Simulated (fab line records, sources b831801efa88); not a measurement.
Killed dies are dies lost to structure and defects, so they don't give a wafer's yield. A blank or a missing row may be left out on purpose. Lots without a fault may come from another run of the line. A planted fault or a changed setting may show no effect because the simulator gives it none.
Chamber matching | flow gf180mcu | GF_STI_ETCH_14 on rie_si-01: 4 sister chambers
The step etches Si in HBr/Cl2/O2, target depth 360 nm, time 102.9 s. 8 wafers are shown with their chamber, then 7 later ones without.

WAFERS WITH THEIR CHAMBER
wafer  | chamber | drypump_motor_current_A (A) | oes_product_au (a.u.)
L148.4 | 3       | 5.0                         | 1.015
L149.1 | 3       | 5.0                         | 1.003
L149.2 | 0       | 6.2                         | 0.995
L150.1 | 0       | 6.3                         | 0.989
L150.3 | 2       | 4.9                         | 0.991
L150.4 | 1       | 5.3                         | 1.002
L151.1 | 2       | 4.9                         | 0.988
L151.4 | 1       | 5.3                         | 0.994

WAFERS WITHOUT THEIR CHAMBER
wafer  | drypump_motor_current_A (A) | oes_product_au (a.u.)
L151.6 | 5.0                         | 1.007
L158.2 | 5.4                         | 0.984
L158.3 | 6.3                         | 0.993
L158.6 | 5.4                         | 0.990
L163.2 | 5.0                         | 1.017
L163.3 | 6.2                         | 0.996
L163.6 | 5.0                         | 1.029

WHICH CHAMBER EACH WENT THROUGH
wafer  | from the rows above | in truth
L151.6 | 3                   | 3
L158.2 | 1                   | 1
L158.3 | 0                   | 0
L158.6 | 1                   | 1
L163.2 | 3                   | 3
L163.3 | 0                   | 0
L163.6 | 3                   | 3
Placed correctly: 7 of 7. Can't be placed from these rows: 0. Placed wrongly: 0.
How it was worked out, from the rows above alone: a wafer's distance from a chamber is the root of the sum, over the readings, of the square of ((its reading less the chamber's mean) divided by the reading's scatter). The wafer belongs to the nearest chamber; if the next one is less than 2 further off, it can't be placed. A chamber's mean is the mean of its shown wafers. The scatter: the root of (the sum of the squares of (reading less its chamber's mean) over the shown wafers, divided by (wafers less chambers)).
